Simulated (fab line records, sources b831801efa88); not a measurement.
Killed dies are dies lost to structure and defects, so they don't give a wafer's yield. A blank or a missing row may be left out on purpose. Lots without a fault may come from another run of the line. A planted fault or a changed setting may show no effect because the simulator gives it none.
fab line records | flow gf180mcu
record lots=12 wafers=34 last_day=34
route steps=602 shown V5@541
lots that met no fault: from a run of the same line without faults
start_h: hours from the record's first day to the start of the lot's first wafer shown | wait_h: hours since the lot's step before | " the same as in the row above | L1.1+2: a row that stands for several wafers | - no value, or no start given | * or withheld: withheld | < > ~ a bound
route shown NAME@n: a module of which the file shows steps, and the number in the route of the first | usual: mean/standard deviation of fault-free wafers | same: alike in all rows | chamber/n: place in a boat | sites: the reading at each site | _std_site: their standard deviation | _edge_site: outer sites' mean less inner sites' | radius_mm: how far each site lies from the wafer's centre | mask NAME#n: copy n | behind: the tool/chamber that last shaped the wafer | hold: why the lot was held/for how many hours/how that ended | device: the transistor (n, p or np) that didn't switch | end of line: the same wafers' tests at the end of the route | a step without rows: its recipe alone | killed: dies lost to structure and defects at the first sort, not the wafer's yield | map: a wafer's dies, x killed, . not, _ none there
set.NAME: the setting as run; set.NAME@STEP: as run at that earlier step | model.NAME: the simulator's own value behind a step, which no gauge read
steps of the route over a sample of lots; a table a step, a row a wafer
services: from which hour (start_h, from the record's first day; less than 0 if before it) a tool's chamber was out of use, for how many hours, and why
## steps
# step GF_V5_THK_MEAS_01
# recipe reads=SiO2_of_V5_CVD_00
# usual V5_CVD_00_THK=299/3.2
# columns lot.wafer tool chamber start_h wait_h V5_CVD_00_THK[nm]
L547.2 film_metro-01 - 608.57 0.0 301
L547.5 " - " " 299
L547.6 " - " " 302
L550.1 film_metro-01 - 630.84 0.0 297
L550.3 " - " " 300
L550.6 " - " " 298
L551.2 film_metro-02 - 636.52 0.0 297
L551.4 " - " " 302
L551.6 " - " " 299
L553.2 film_metro-02 - 658.49 0.0 291
L553.4 " - " " 294
L553.6 " - " " 296
L554.1 film_metro-02 - 661.55 0.0 299
L554.3 " - " " 298
L554.4 " - " " 296
L556.2 film_metro-02 - 676.17 0.0 291
L556.3 " - " " 295
L556.6 " - " " 296
L557.3 film_metro-03 - 685.92 0.0 300
L557.5 " - " " 300
L557.6 " - " " 300
L559.1 film_metro-02 - 701.06 0.0 298
L559.4 " - " " 295
L559.6 " - " " 294
L563.1 film_metro-02 - 729.49 0.0 298
L563.4 " - " " 302
L563.5 " - " " 300
L567.2 film_metro-02 - 750.80 0.0 301
L567.4 " - " " 301
L567.6 " - " " 302
L568.2 film_metro-02 - 754.83 0.0 299
L568.3 " - " " 299
L568.4 " - " " 302
L569.6 film_metro-02 - 755.32 0.1 297
# step GF_V5_THK_MEAS_03
# recipe reads=SiO2_of_V5_CVD_02
# usual V5_CVD_02_THK=1449/19
# columns lot.wafer tool chamber start_h wait_h V5_CVD_02_THK[nm]
L547.2 film_metro-02 - 608.74 0.1 1442
L547.5 " - " " 1451
L547.6 " - " " 1442
L550.1 film_metro-03 - 631.01 0.1 1438
L550.3 " - " " 1427
L550.6 " - " " 1455
L551.2 film_metro-01 - 636.69 0.1 1426
L551.4 " - " " 1487
L551.6 " - " " 1453
L553.2 film_metro-01 - 658.66 0.1 1433
L553.4 " - " " 1461
L553.6 " - " " 1458
L554.1 film_metro-01 - 661.75 0.1 1438
L554.3 " - " " 1461
L554.4 " - " " 1466
L556.2 film_metro-03 - 676.34 0.1 1468
L556.3 " - " " 1482
L556.6 " - " " 1501
L557.3 film_metro-03 - 686.09 0.1 1448
L557.5 " - " " 1452
L557.6 " - " " 1452
L559.1 film_metro-01 - 701.23 0.1 1450
L559.4 " - " " 1481
L559.6 " - " " 1466
L563.1 film_metro-02 - 729.66 0.1 1441
L563.4 " - " " 1459
L563.5 " - " " 1465
L567.2 film_metro-02 - 750.97 0.1 1415
L567.4 " - " " 1440
L567.6 " - " " 1447
L568.2 film_metro-02 - 755.00 0.1 1407
L568.3 " - " " 1435
L568.4 " - " " 1450
L569.6 film_metro-02 - 755.52 0.1 1449
# step GF_V5_OVL_MEAS_15
# usual V5_OVL=-1/5.1
# columns lot.wafer tool chamber start_h wait_h V5_OVL[nm]
L547.2 overlay-01 - 629.84 0.1 -2
L547.5 " - " " -2
L547.6 " - " " -1
L550.1 overlay-01 - 651.98 0.1 -3
L550.3 " - " " -5
L550.6 " - " " -4
L551.2 overlay-01 - 657.29 0.1 -3
L551.4 " - " " 2
L551.6 " - " " 0
L553.2 overlay-01 - 678.74 0.1 2
L553.4 " - " " 1
L553.6 " - " " 7
L554.1 overlay-02 - 681.84 0.1 3
L554.3 " - " " 3
L554.4 " - " " 5
L556.2 overlay-02 - 695.14 0.1 2
L556.3 " - " " 4
L556.6 " - " " 5
L557.3 overlay-01 - 704.99 0.1 -4
L557.5 " - " " -9
L557.6 " - " " -8
L559.1 overlay-02 - 719.86 0.1 4
L559.4 " - " " -7
L559.6 " - " " -3
L563.1 overlay-02 - 747.59 0.1 9
L563.4 " - " " 2
L563.5 " - " " 3
L567.2 overlay-02 - 769.37 0.1 -6
L567.4 " - " " -7
L567.6 " - " " -3
L568.2 overlay-02 - 771.69 0.1 1
L568.3 " - " " -2
L568.4 " - " " -1
L569.6 overlay-02 - 772.89 0.0 -2
# step GF_V5_CVD_23
# recipe material=W target_thk_nm=350 time_s=104.9 temp_c=400 pressure_torr=40
# usual chamber_pressure_Torr=40.00/0.082 heater_power_w=770/70
# columns lot.wafer tool chamber start_h wait_h chamber_pressure_Torr heater_power_w
L547.2 cvd_w-01 1 630.69 0.0 39.82 778
L547.5 " 0 " " 39.97 693
L547.6 " 1 " " 40.01 798
L550.1 cvd_w-01 1 652.80 0.0 40.02 774
L550.3 " 1 " " 39.97 785
L550.6 " 0 " " 40.08 721
L551.2 cvd_w-01 1 658.12 0.0 40.00 784
L551.4 " 0 " " 39.96 715
L551.6 " 1 " " 40.01 797
L553.2 cvd_w-01 0 679.59 0.0 40.09 714
L553.4 " 1 " " 39.96 766
L553.6 " 0 " " 40.08 729
L554.1 cvd_w-02 0 682.67 0.0 39.97 926
L554.3 " 0 " " 39.86 910
L554.4 " 1 " " 39.98 723
L556.2 cvd_w-01 0 695.98 0.0 40.00 710
L556.3 " 0 " " 40.18 721
L556.6 " 1 " " 39.98 807
L557.3 cvd_w-01 1 705.91 0.1 39.91 770
L557.5 " 0 " " 39.94 706
L557.6 " 1 " " 40.02 795
L559.1 cvd_w-02 1 720.69 0.0 40.04 742
L559.4 " 1 " " 40.12 731
L559.6 " 1 " " 40.07 722
L563.1 cvd_w-02 0 748.41 0.0 39.83 918
L563.4 " 0 " " 40.05 912
L563.5 " 1 " " 39.94 739
L567.2 cvd_w-02 0 770.20 0.0 14.76 920
L567.4 " 0 " " 14.79 900
L567.6 " 0 " " 14.66 914
L568.2 cvd_w-01 0 772.57 0.0 39.95 730
L568.3 " 1 " " 39.95 769
L568.4 " 0 " " 40.10 722
L569.6 cvd_w-02 0 773.78 0.1 14.87 926
# step GF_V5_RS_MEAS_24
# recipe thk_meas_gauge=four-point-probe reads=W_of_V5_CVD_23+TiN_of_V5_SPUTTER_22+Ti_of_V5_SPUTTER_21
# usual V5_W_RS=0.328/0.0051
# columns lot.wafer tool chamber start_h wait_h hold V5_W_RS[ohm/sq]
L547.2 film_metro-02 - 630.82 0.1 - 0.323
L547.5 " - " " - 0.326
L547.6 " - " " - 0.325
L550.1 film_metro-03 - 652.92 0.1 - 0.330
L550.3 " - " " - 0.330
L550.6 " - " " - 0.331
L551.2 film_metro-01 - 658.25 0.1 - 0.328
L551.4 " - " " - 0.331
L551.6 " - " " - 0.331
L553.2 film_metro-03 - 679.72 0.1 - 0.329
L553.4 " - " " - 0.327
L553.6 " - " " - 0.331
L554.1 film_metro-02 - 682.79 0.1 - 0.310
L554.3 " - " " - 0.310
L554.4 " - " " - 0.331
L556.2 film_metro-02 - 696.12 0.1 - 0.329
L556.3 " - " " - 0.330
L556.6 " - " " - 0.333
L557.3 film_metro-02 - 706.02 0.1 - 0.329
L557.5 " - " " - 0.326
L557.6 " - " " - 0.329
L559.1 film_metro-03 - 720.91 0.2 - 0.330
L559.4 " - " " - 0.330
L559.6 " - " " - 0.331
L563.1 film_metro-01 - 748.52 0.1 - 0.321
L563.4 " - " " - 0.318
L563.5 " - " " - 0.334
L567.2 film_metro-02 - 770.34 0.1 await_dispo/0.2h/release 0.527
L567.4 " - " " await_dispo/0.2h/release 0.514
L567.6 " - " " await_dispo/0.2h/release 0.522
L567.2 film_metro-02 - 770.71 0.4 - 0.526
L567.4 " - " " - 0.515
L567.6 " - " " - 0.523
L568.2 film_metro-01 - 772.70 0.1 - 0.326
L568.3 " - " " - 0.324
L568.4 " - " " - 0.328
L569.6 film_metro-02 - 773.92 0.1 await_dispo/0.2h/release 0.531
L569.6 film_metro-02 - 774.20 0.3 - 0.530
# step GF_V5_THK_MEAS_25
# recipe thk_meas_gauge=xrf reads=W_of_V5_CVD_23
# usual V5_W_THK=362/5.9
# columns lot.wafer tool chamber start_h wait_h hold V5_W_THK[nm]
L547.2 film_metro-02 - 630.93 0.1 - 365
L547.5 " - " " - 359
L547.6 " - " " - 360
L550.1 film_metro-03 - 653.04 0.1 - 359
L550.3 " - " " - 361
L550.6 " - " " - 358
L551.2 film_metro-01 - 658.36 0.1 - 362
L551.4 " - " " - 360
L551.6 " - " " - 358
L553.2 film_metro-03 - 679.83 0.1 - 363
L553.4 " - " " - 366
L553.6 " - " " - 362
L554.1 film_metro-02 - 682.91 0.1 - 377
L554.3 " - " " - 379
L554.4 " - " " - 355
L556.2 film_metro-02 - 696.23 0.1 - 361
L556.3 " - " " - 358
L556.6 " - " " - 356
L557.3 film_metro-02 - 706.12 0.1 - 359
L557.5 " - " " - 362
L557.6 " - " " - 359
L559.1 film_metro-03 - 721.03 0.1 - 362
L559.4 " - " " - 360
L559.6 " - " " - 358
L563.1 film_metro-01 - 748.64 0.1 - 373
L563.4 " - " " - 378
L563.5 " - " " - 358
L568.2 film_metro-01 - 772.81 0.1 - 366
L568.3 " - " " - 368
L568.4 " - " " - 366
L567.2 film_metro-02 - 773.43 2.7 await_dispo/0.2h/release 224
L567.4 " - " " await_dispo/0.2h/release 227
L567.6 " - " " await_dispo/0.2h/release 226
L567.2 film_metro-02 - 773.66 0.2 - 223
L567.4 " - " " - 228
L567.6 " - " " - 225
L569.6 film_metro-02 - 778.42 4.2 await_dispo/0.2h/release 223
L569.6 film_metro-02 - 778.70 0.3 - 222
# step GF_V5_CMP_26
# recipe stop_on=SiO2 down_force_psi=3.5 platen_rpm=60 t_overpolish_s=15 target_thk_nm=0 pad_velocity_m_s=0.94248
# usual motor_current_A=11.0/0.86 slurry_flow_ml_min=150.0/0.44 time_to_endpoint_s=85.1/2.7
# columns lot.wafer tool chamber start_h wait_h hold motor_current_A slurry_flow_ml_min time_to_endpoint_s
L547.2 cmp-02 1 631.11 0.2 - 11.9 150.9 83.7
L547.6 " 0 " " - 11.3 150.3 84.0
L547.5 " 1 " " - 11.9 150.2 81.3
L550.3 cmp-02 1 653.10 0.0 - 11.9 149.2 85.7
L550.1 " 0 " " - 12.0 149.8 83.6
L550.6 " 2 " " - 11.5 149.3 85.4
L551.4 cmp-02 0 658.51 0.1 - 12.3 150.2 85.5
L551.2 " 1 " " - 11.9 150.7 83.7
L551.6 " 3 " " - 9.5 149.2 84.3
L553.4 cmp-01 3 679.88 0.0 - 10.6 150.7 85.9
L553.2 " 1 " " - 11.0 149.9 90.4
L553.6 " 0 " " - 10.0 149.8 87.2
L554.3 cmp-01 0 682.97 0.0 - 9.8 149.9 89.5
L554.4 " 2 " " - 11.8 149.4 84.3
L554.1 " 3 " " - 10.4 149.5 87.8
L556.2 cmp-01 3 696.38 0.1 - 10.6 149.4 83.5
L556.3 " 0 " " - 10.5 149.4 85.1
L556.6 " 2 " " - 12.0 150.4 83.5
L557.3 cmp-01 0 706.16 0.0 - 10.8 149.5 88.6
L557.6 " 0 " " - 10.0 149.3 89.9
L557.5 " 1 " " - 10.0 149.7 86.7
L559.4 cmp-01 3 721.09 0.0 - 9.7 149.9 85.7
L559.1 " 2 " " - 11.5 150.3 92.4
L559.6 " 0 " " - 10.3 149.6 88.4
L563.1 cmp-02 3 749.22 0.6 - 9.8 150.3 88.5
L563.4 " 1 " " - 11.7 150.1 91.4
L563.5 " 2 " " - 11.7 149.2 84.4
L568.2 cmp-02 2 773.72 0.9 - 11.6 149.9 86.5
L568.3 " 3 " " - 9.6 150.0 86.6
L568.4 " 1 " " - 11.9 150.2 82.7
L567.2 cmp-02 2 776.72 3.0 await_dispo/2.5h/release 11.1 149.4 52.1
L567.4 " 3 " " await_dispo/2.5h/release 9.6 150.0 50.0
L567.6 " 2 " " await_dispo/2.5h/release 11.6 149.0 52.5
L569.6 cmp-02 0 793.85 15.1 await_dispo/2.5h/release 11.8 150.1 52.2
## services
# columns tool chamber start_h hours kind
cmp-01 - 625.23 10.2 pm
cmp-02 - 649.50 0.3 repair
cvd_w-02 - 678.50 2.8 pm
cmp-02 - 694.46 0.7 repair
cmp-01 - 708.63 0.5 repair
cmp-01 - 713.50 0.3 repair
cvd_w-02 0 713.90 9.9 repair
cvd_w-01 - 719.83 0.6 repair
cmp-01 - 744.43 4.0 pm
cmp-01 - 748.43 - consumable_replace:conditioner
cmp-01 - 748.43 - consumable_replace:pad
cmp-01 - 748.43 5.6 pm
cvd_w-01 - 763.02 0.5 repair
cmp-01 - 769.61 4.4 pm
cmp-02 - 777.45 16.1 pm
cmp-01 - 792.35 3.5 repair
## key
first_sign step=GF_V5_CVD_23 reading=chamber_pressure_Torr direction=down sigmas=99+ usual=40.00 struck=14.77
effect step=GF_V5_RS_MEAS_24 reading=visit direction=added
effect step=GF_V5_RS_MEAS_24 reading=V5_W_RS direction=up sigmas=38 usual=0.328 struck=0.523
effect step=GF_V5_THK_MEAS_25 reading=visit direction=added
effect step=GF_V5_THK_MEAS_25 reading=V5_W_THK direction=down sigmas=23 usual=362 struck=225
effect step=GF_V5_CMP_26 reading=time_to_endpoint_s direction=down sigmas=12 usual=* struck=*
met_at GF_V5_CVD_23
struck_lots L567,L569
struck_wafers L567.2,L567.4,L567.6,L569.6
tester_left_out L569
not_acting_at GF_V5_THK_MEAS_01,GF_V5_THK_MEAS_03,GF_V5_OVL_MEAS_15
onset_between 748.41 770.20
earlier_fault kind=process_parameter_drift tool=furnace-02 chamber=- onset_h=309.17 steps=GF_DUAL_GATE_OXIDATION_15 channel=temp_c offset=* shape=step end_h=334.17 acts_in=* stated=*
fault kind=process_parameter_drift tool=cvd_w-02 chamber=0 onset_h=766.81 steps=GF_V5_CVD_23 channel=pressure_torr offset=-25.199 shape=step end_h=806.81 acts_in=these_recipes_only stated=40
# tester_left_out: of these lots the tester's yield and bins aren't shown, on N5 and GAA mostly nor the transistor test; their killed dies are dies lost to structure and defects alone, not to doping, threshold or leakage, so they don't give the yield
